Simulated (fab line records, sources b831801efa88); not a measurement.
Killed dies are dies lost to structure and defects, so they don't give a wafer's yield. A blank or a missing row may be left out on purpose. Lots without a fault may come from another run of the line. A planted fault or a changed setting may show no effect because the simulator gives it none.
fab line records | flow sky130
record lots=12 wafers=34 last_day=50
route steps=708 shown VT_ADJUST_LVTN@104 VT_ADJUST_HVTR@139 SONOS_ONO@170 PAD_OPEN@708
lots that met no fault: from a run of the same line without faults
start_h: hours from the record's first day to the start of the lot's first wafer shown | wait_h: hours since the lot's step before | " the same as in the row above | L1.1+2: a row that stands for several wafers | - no value, or no start given | * or withheld: withheld | < > ~ a bound
route shown NAME@n: a module of which the file shows steps, and the number in the route of the first | usual: mean/standard deviation of fault-free wafers | same: alike in all rows | chamber/n: place in a boat | sites: the reading at each site | _std_site: their standard deviation | _edge_site: outer sites' mean less inner sites' | radius_mm: how far each site lies from the wafer's centre | mask NAME#n: copy n | behind: the tool/chamber that last shaped the wafer | hold: why the lot was held/for how many hours/how that ended | device: the transistor (n, p or np) that didn't switch | end of line: the same wafers' tests at the end of the route | a step without rows: its recipe alone | killed: dies lost to structure and defects at the first sort, not the wafer's yield | map: a wafer's dies, x killed, . not, _ none there
set.NAME: the setting as run; set.NAME@STEP: as run at that earlier step | model.NAME: the simulator's own value behind a step, which no gauge read
steps of the route over a sample of lots; a table a step, a row a wafer
services: from which hour (start_h, from the record's first day; less than 0 if before it) a tool's chamber was out of use, for how many hours, and why
## steps
# step SKY_VT_ADJUST_LVTN_OVL_MEAS_07
# usual VT_ADJUST_LVTN_OVL=0.0/1.1
# columns lot.wafer tool chamber start_h wait_h VT_ADJUST_LVTN_OVL[nm]
L721.1 overlay-01 - 151.68 - -0.1
L721.4 " - " " -0.2
L721.6 " - " " 0.1
L722.2 overlay-02 - 158.77 - 1.2
L722.4 " - " " -0.5
L722.5 " - " " 0.0
L723.1 overlay-02 - 161.15 - 0.2
L723.2 " - " " -1.1
L723.6 " - " " 0.2
L724.3 overlay-02 - 167.94 - -0.1
L724.4 " - " " 0.4
L724.5 " - " " -0.4
L725.3 overlay-01 - 171.64 - 0.5
L725.5 " - " " 0.5
L725.6 " - " " 1.4
L726.1 overlay-02 - 175.03 - 0.9
L726.3 " - " " 0.7
L726.5 " - " " 1.4
L727.2 overlay-02 - 181.50 - 0.5
L727.3 " - " " 0.3
L728.1 overlay-01 - 190.35 - 0.0
L728.3 " - " " -0.8
L728.5 " - " " -0.4
L732.2 overlay-01 - 214.87 - 1.6
L732.5 " - " " 2.2
L732.6 " - " " 1.3
L734.1 overlay-02 - 235.33 - -0.7
L734.2 " - " " 0.2
L734.6 " - " " 1.9
L743.1 overlay-01 - 293.51 - 2.1
L743.2 " - " " 1.6
L743.4 " - " " 1.1
L744.3 overlay-01 - 298.84 - 1.5
L744.5 " - " " 0.4
# step SKY_VT_ADJUST_HVTR_OVL_MEAS_08
# usual VT_ADJUST_HVTR_OVL=0.3/1.2
# columns lot.wafer tool chamber start_h wait_h VT_ADJUST_HVTR_OVL[nm]
L721.1 overlay-01 - 218.03 0.1 0.7
L721.4 " - " " 1.5
L721.6 " - " " 1.3
L722.2 overlay-02 - 225.89 0.1 1.2
L722.4 " - " " 0.4
L722.5 " - " " 0.4
L723.1 overlay-02 - 227.87 0.1 1.3
L723.2 " - " " 1.1
L723.6 " - " " 1.1
L724.3 overlay-01 - 235.85 0.1 0.1
L724.4 " - " " 3.7
L724.5 " - " " 1.2
L725.3 overlay-01 - 240.40 0.1 0.4
L725.5 " - " " 2.4
L725.6 " - " " 1.2
L726.1 overlay-01 - 244.55 0.1 -0.2
L726.3 " - " " 1.2
L726.5 " - " " 0.6
L727.2 overlay-02 - 251.42 0.1 -1.4
L727.3 " - " " -0.6
L728.1 overlay-02 - 261.15 0.1 2.4
L728.3 " - " " 0.7
L728.5 " - " " 3.6
L732.2 overlay-01 - 289.44 0.1 -0.1
L732.5 " - " " 0.8
L732.6 " - " " 0.0
L734.1 overlay-02 - 313.37 0.1 0.4
L734.2 " - " " 2.7
L734.6 " - " " 0.7
L743.1 overlay-02 - 375.98 0.1 -0.1
L743.2 " - " " 0.5
L743.4 " - " " 0.0
L744.3 overlay-02 - 379.84 0.1 0.7
L744.5 " - " " 1.5
# step SKY_SONOS_ONO_CVD_02
# recipe material=Si3N4 precursor=DCS/NH3 target_thk_nm=10.5 temp_c=770 time_s=180 pressure_mtorr=250
# usual spike_tc_bottom_C=785.7/2.3 spike_tc_centre_C=770.0/1.3 spike_tc_lower_C=771.2/1 spike_tc_top_C=782.8/1.9 spike_tc_upper_C=769.0/1.8 susceptor_temp_C=770.0/0.33 zone_power_centre_pct=14.02/0.16
# columns lot.wafer tool chamber start_h wait_h spike_tc_bottom_C spike_tc_centre_C spike_tc_lower_C spike_tc_top_C spike_tc_upper_C susceptor_temp_C zone_power_centre_pct
L721.1 lpcvd-02 1 271.42 0.7 789.2 770.0 770.5 781.4 772.6 770.0 14.11
L721.4 " 1 " " 788.0 770.5 771.4 780.3 771.0 769.7 14.21
L721.6 " 1 " " 787.7 767.3 773.5 779.4 771.3 770.2 13.91
L722.2 lpcvd-02 0 279.84 1.8 782.6 769.1 770.8 785.2 768.3 770.1 13.88
L722.4 " 0 " " 784.2 771.5 773.1 783.8 767.6 769.9 14.20
L722.5 " 0 " " 783.8 771.5 771.9 782.1 768.6 770.2 13.90
L723.1 lpcvd-02 1 280.89 0.3 786.8 769.3 770.2 782.6 772.4 770.5 14.05
L723.2 " 1 " " 788.9 770.1 770.8 780.4 769.2 770.5 14.02
L723.6 " 1 " " 788.0 769.6 771.1 782.7 771.1 770.1 14.34
L724.3 lpcvd-02 0 289.84 0.4 784.4 770.5 771.6 785.3 768.1 770.2 14.09
L724.4 " 0 " " 782.9 772.5 770.1 782.2 767.8 770.2 13.88
L724.5 " 0 " " 781.9 771.8 770.3 785.3 767.0 770.4 13.79
L725.3 lpcvd-02 1 293.66 0.0 788.6 771.4 772.0 782.4 769.8 770.5 14.06
L725.5 " 1 " " 789.1 770.4 772.3 781.7 769.8 770.5 14.07
L725.6 " 1 " " 788.2 769.1 770.6 782.3 771.8 770.3 14.04
L726.1 lpcvd-02 0 301.53 2.0 785.1 770.8 770.9 784.1 768.5 770.5 14.32
L726.3 " 0 " " 784.6 770.8 772.4 783.1 768.1 770.1 13.98
L726.5 " 0 " " 785.5 770.1 771.6 782.8 767.8 769.9 13.96
L727.2 lpcvd-02 0 307.43 0.0 784.7 771.7 769.2 785.5 769.6 769.9 13.96
L727.3 " 0 " " 784.4 767.4 771.7 783.1 765.7 770.2 13.78
L728.1 lpcvd-02 0 318.97 0.5 784.8 769.5 770.5 784.5 768.3 770.2 13.82
L728.3 " 0 " " 784.1 771.1 770.4 784.5 769.1 770.1 13.71
L728.5 " 0 " " 782.9 771.0 771.3 783.9 768.7 770.2 13.69
L732.2 lpcvd-02 0 346.33 1.4 783.3 773.0 768.5 783.8 767.8 770.5 14.08
L732.5 " 0 " " 783.6 770.1 771.5 784.2 768.5 769.7 14.18
L732.6 " 0 " " 783.4 769.8 771.7 783.0 770.1 770.3 13.94
L734.1 lpcvd-02 1 371.87 0.1 819.7 801.3 802.1 811.2 802.4 801.9 15.33
L734.2 " 1 " " 819.3 800.8 803.8 811.3 804.8 801.4 15.16
L734.6 " 1 " " 816.7 801.7 804.0 811.1 801.1 800.6 15.07
L743.1 lpcvd-02 1 439.83 0.1 786.7 768.5 771.6 780.2 771.0 770.2 14.28
L743.2 " 1 " " 787.2 768.5 769.8 781.5 770.2 769.9 14.18
L743.4 " 1 " " 788.1 769.1 771.1 779.2 768.9 770.2 14.36
L744.3 lpcvd-02 1 443.07 1.0 787.9 768.4 772.8 780.1 770.4 769.6 14.00
L744.5 " 1 " " 784.9 769.7 770.8 781.9 771.5 769.6 13.92
# step SKY_SONOS_ONO_THK_MEAS_03
# recipe reads=Si3N4_of_SONOS_ONO_CVD_02
# usual SONOS_ONO_CVD_02_THK=10.41/0.11
# columns lot.wafer tool chamber start_h wait_h SONOS_ONO_CVD_02_THK[nm]
L721.1 film_metro-02 - 272.47 0.0 10.48
L721.4 " - " " 10.36
L721.6 " - " " 10.40
L722.2 film_metro-01 - 280.90 0.0 10.52
L722.4 " - " " 10.47
L722.5 " - " " 10.45
L723.1 film_metro-02 - 281.94 0.0 10.47
L723.2 " - " " 10.33
L723.6 " - " " 10.31
L724.3 film_metro-01 - 290.91 0.0 10.49
L724.4 " - " " 10.34
L724.5 " - " " 10.45
L725.3 film_metro-04 - 294.73 0.0 10.40
L725.5 " - " " 10.49
L725.6 " - " " 10.43
L726.1 film_metro-04 - 302.58 0.0 10.43
L726.3 " - " " 10.41
L726.5 " - " " 10.47
L727.2 film_metro-04 - 309.02 0.0 10.43
L727.3 " - " " 10.50
L728.1 film_metro-02 - 320.54 0.0 10.44
L728.3 " - " " 10.31
L728.5 " - " " 10.56
L732.2 film_metro-01 - 347.39 0.0 10.40
L732.5 " - " " 10.22
L732.6 " - " " 10.22
L734.1 film_metro-01 - 372.92 0.0 18.18
L734.2 " - " " 18.18
L734.6 " - " " 18.16
L743.1 film_metro-02 - 440.88 0.0 10.40
L743.2 " - " " 10.48
L743.4 " - " " 10.43
L744.3 film_metro-02 - 444.14 0.0 10.55
L744.5 " - " " 10.58
# step SKY_SONOS_ONO_OVL_MEAS_14
# usual SONOS_ONO_OVL=0.4/1.5
# columns lot.wafer tool chamber start_h wait_h SONOS_ONO_OVL[nm]
L721.1 overlay-01 - 300.90 0.1 0.0
L721.4 " - " " -1.0
L721.6 " - " " -1.0
L722.2 overlay-02 - 308.86 0.1 -0.3
L722.4 " - " " -0.7
L722.5 " - " " -1.0
L723.1 overlay-01 - 309.65 0.1 1.8
L723.2 " - " " 2.5
L723.6 " - " " 1.3
L724.3 overlay-01 - 318.96 0.1 2.4
L724.4 " - " " 1.8
L724.5 " - " " 1.4
L725.3 overlay-01 - 321.71 0.1 0.1
L725.5 " - " " -0.1
L725.6 " - " " 0.5
L726.1 overlay-02 - 329.73 0.1 0.9
L726.3 " - " " 2.5
L726.5 " - " " 1.8
L727.2 overlay-02 - 336.51 0.1 0.7
L727.3 " - " " -2.0
L728.1 overlay-02 - 348.95 0.1 -3.3
L728.3 " - " " -2.0
L728.5 " - " " -2.1
L732.2 overlay-02 - 376.56 0.1 1.2
L732.5 " - " " -0.1
L732.6 " - " " 1.0
L734.1 overlay-01 - 403.45 0.1 2.5
L734.2 " - " " -0.1
L734.6 " - " " 0.8
L743.1 overlay-01 - 473.55 0.1 -1.8
L743.2 " - " " -0.4
L743.4 " - " " 0.5
L744.3 overlay-01 - 476.96 0.1 -0.6
L744.5 " - " " -1.5
# step SKY_PAD_OPEN_PROBE_99
# usual killed_at_M0_to_M3=44/6.3 killed_at_M4_up=3.1/1.8 killed_at_contacts=25/5.1 killed_at_front_end=15/4.1 killed_at_other=0.3/0.71 killed_dies=87/8.8 killed_on_rim=17/3.7 killed_open=47/6.8 killed_short=40/6.7
# same gross_dies=492 killed_at_back_side=0
# columns lot.wafer tool chamber start_h wait_h killed_at_M0_to_M3 killed_at_M4_up killed_at_contacts killed_at_front_end killed_at_other killed_dies killed_on_rim killed_open killed_short
L723.1 prober-01 - 1097.03 0.1 43 2 23 11 0 79 17 45 34
L723.2 prober-01 - 1097.08 0.1 38 3 25 20 0 86 15 44 42
L723.6 prober-01 - 1097.28 0.2 39 5 31 11 0 86 18 43 43
L722.2 prober-02 - 1098.76 0.1 44 3 27 19 0 93 20 50 43
L722.4 prober-02 - 1098.86 0.2 42 2 26 17 0 87 17 47 40
L722.5 prober-02 - 1098.91 0.2 46 4 20 14 0 84 21 45 39
L727.2 prober-02 - 1116.95 0.1 40 4 27 17 0 88 17 51 37
L727.3 prober-02 - 1117.00 0.2 42 4 30 14 0 90 18 53 37
L728.1 prober-01 - 1128.87 0.1 48 3 18 12 0 81 13 47 34
L728.3 prober-01 - 1128.97 0.2 40 0 27 17 0 84 16 49 35
L728.5 prober-01 - 1129.07 0.2 40 5 30 12 0 87 26 44 43
L734.1 prober-01 - 1162.98 0.1 50 8 30 14 1 103 24 42 61
L734.2 prober-01 - 1163.03 0.1 41 4 36 10 0 91 21 46 45
L734.6 prober-01 - 1163.23 0.2 53 2 24 11 1 91 20 53 38
L743.1 prober-02 - 1201.53 0.1 49 4 21 13 0 87 15 41 46
L743.2 prober-02 - 1201.58 0.1 34 1 32 11 0 78 17 47 31
L743.4 prober-02 - 1201.68 0.2 44 1 30 16 0 91 26 50 41
# killed by level:class
L723.1 VIA1:geometric_particle:open=10 CONTACT:geometric_particle:open=9 LI_CONTACT:geometric_particle:open=8 VIA2:geometric_particle:open=8 VIA1:geometric_particle:short=7 METAL3:geometric_particle:short=5 POLY_GATE:geometric_particle:short=4 METAL1:geometric_particle:short=4
L723.2 VIA1:geometric_particle:open=10 LI_CONTACT:geometric_particle:open=8 VIA3:geometric_particle:open=8 CONTACT:geometric_particle:open=6 VIA2:geometric_particle:short=6 METAL2:geometric_particle:short=5 LOCAL_INTERCONNECT:geometric_particle:short=4 FIELD_ISO:geometric_particle:short=3
L723.6 VIA1:geometric_particle:open=8 CONTACT:geometric_particle:open=8 CONTACT:geometric_particle:short=8 VIA1:geometric_particle:short=7 LI_CONTACT:geometric_particle:open=5 POLY_GATE:geometric_particle:open=4 LI_CONTACT:geometric_particle:short=4 LOCAL_INTERCONNECT:geometric_particle:short=4
L722.2 LI_CONTACT:geometric_particle:open=12 FIELD_ISO:geometric_particle:short=10 METAL2:geometric_particle:short=9 VIA2:geometric_particle:open=8 VIA1:geometric_particle:open=7 VIA3:geometric_particle:open=7 CONTACT:geometric_particle:open=6 LOCAL_INTERCONNECT:geometric_particle:short=5
L722.4 VIA1:geometric_particle:open=10 LI_CONTACT:geometric_particle:open=7 CONTACT:geometric_particle:open=6 METAL2:geometric_particle:short=5 VIA3:geometric_particle:open=5 FIELD_ISO:geometric_particle:open=4 POLY_GATE:geometric_particle:short=4 POLY_GATE:geometric_particle:open=4
L722.5 VIA1:geometric_particle:open=11 METAL2:geometric_particle:short=8 VIA3:geometric_particle:open=6 METAL1:geometric_particle:short=6 LI_CONTACT:geometric_particle:open=5 CONTACT:geometric_particle:open=5 FIELD_ISO:geometric_particle:open=4 POLY_GATE:geometric_particle:open=4
L727.2 VIA1:geometric_particle:open=13 CONTACT:geometric_particle:open=10 LI_CONTACT:geometric_particle:open=8 VIA2:geometric_particle:open=6 FIELD_ISO:geometric_particle:short=5 CONTACT:geometric_particle:short=4 VIA2:geometric_particle:short=4 METAL4:geometric_particle:short=4
L727.3 LI_CONTACT:geometric_particle:open=15 VIA1:geometric_particle:open=10 VIA2:geometric_particle:open=7 METAL1:geometric_particle:short=6 CONTACT:geometric_particle:open=5 VIA3:geometric_particle:open=5 FIELD_ISO:geometric_particle:short=4 LOCAL_INTERCONNECT:geometric_particle:short=4
L728.1 VIA1:geometric_particle:open=12 VIA3:geometric_particle:open=9 CONTACT:geometric_particle:open=7 LI_CONTACT:geometric_particle:open=6 VIA1:geometric_particle:short=6 METAL2:geometric_particle:short=6 VIA2:geometric_particle:open=6 POLY_GATE:geometric_particle:short=4
L728.3 CONTACT:geometric_particle:open=14 VIA2:geometric_particle:open=11 FIELD_ISO:geometric_particle:open=5 POLY_GATE:geometric_particle:short=5 VIA1:geometric_particle:open=5 LI_CONTACT:geometric_particle:short=4 LI_CONTACT:geometric_particle:open=4 VIA3:geometric_particle:short=4
L728.5 CONTACT:geometric_particle:open=9 CONTACT:geometric_particle:short=8 METAL1:geometric_particle:short=8 VIA1:geometric_particle:open=8 VIA2:geometric_particle:open=6 VIA3:geometric_particle:open=6 LI_CONTACT:geometric_particle:open=5 FIELD_ISO:geometric_particle:open=4
L734.1 VIA1:geometric_particle:open=11 CONTACT:geometric_particle:short=10 LOCAL_INTERCONNECT:geometric_particle:short=7 VIA3:geometric_particle:open=7 CONTACT:geometric_particle:open=7 VIA2:geometric_particle:open=7 METAL4:geometric_particle:short=7 POLY_GATE:geometric_particle:short=6
L734.2 LI_CONTACT:geometric_particle:open=10 VIA1:geometric_particle:open=9 LOCAL_INTERCONNECT:geometric_particle:short=8 CONTACT:geometric_particle:open=7 CONTACT:geometric_particle:short=6 METAL1:geometric_particle:short=6 VIA2:geometric_particle:short=6 VIA3:geometric_particle:open=6
L734.6 VIA1:geometric_particle:open=10 CONTACT:geometric_particle:open=10 VIA2:geometric_particle:open=9 METAL1:geometric_particle:short=8 LI_CONTACT:geometric_particle:open=5 METAL2:geometric_particle:short=5 VIA3:geometric_particle:open=5 CONTACT:geometric_particle:short=4
L743.1 VIA1:geometric_particle:open=11 VIA1:geometric_particle:short=9 LI_CONTACT:geometric_particle:open=6 METAL2:geometric_particle:short=6 CONTACT:geometric_particle:short=6 VIA2:geometric_particle:short=6 CONTACT:geometric_particle:open=5 FIELD_ISO:geometric_particle:short=3
L743.2 CONTACT:geometric_particle:open=11 VIA1:geometric_particle:open=7 LI_CONTACT:geometric_particle:open=7 VIA2:geometric_particle:open=5 POLY_GATE:geometric_particle:short=4 LI_CONTACT:geometric_particle:short=4 LOCAL_INTERCONNECT:geometric_particle:short=4 CONTACT:geometric_particle:short=4
L743.4 CONTACT:geometric_particle:open=13 VIA1:geometric_particle:open=10 VIA1:geometric_particle:short=9 POLY_GATE:geometric_particle:short=6 LI_CONTACT:geometric_particle:open=6 CONTACT:geometric_particle:short=6 VIA2:geometric_particle:open=5 VIA3:geometric_particle:open=5
## services
# columns tool chamber start_h hours kind
lpcvd-02 - 296.65 0.5 repair
## key
first_sign step=SKY_SONOS_ONO_CVD_02 reading=susceptor_temp_C direction=up sigmas=95 usual=* struck=*
effect step=SKY_SONOS_ONO_CVD_02 reading=spike_tc_lower_C direction=up sigmas=32 usual=771.2 struck=803.3
effect step=SKY_SONOS_ONO_THK_MEAS_03 reading=SONOS_ONO_CVD_02_THK direction=up sigmas=72 usual=10.41 struck=18.17
met_at SKY_SONOS_ONO_CVD_02
struck_lots L734
struck_wafers L734.1,L734.2,L734.6
tester_left_out L734
not_acting_at SKY_VT_ADJUST_LVTN_OVL_MEAS_07,SKY_VT_ADJUST_HVTR_OVL_MEAS_08,SKY_SONOS_ONO_OVL_MEAS_14
onset_between 293.66 371.87
fault kind=process_parameter_drift tool=lpcvd-02 chamber=1 onset_h=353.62 steps=SKY_SONOS_ONO_CVD_02 channel=temp_c offset=* shape=step end_h=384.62 acts_in=* stated=*
# tester_left_out: of these lots the tester's yield and bins aren't shown, on N5 and GAA mostly nor the transistor test; their killed dies are dies lost to structure and defects alone, not to doping, threshold or leakage, so they don't give the yield
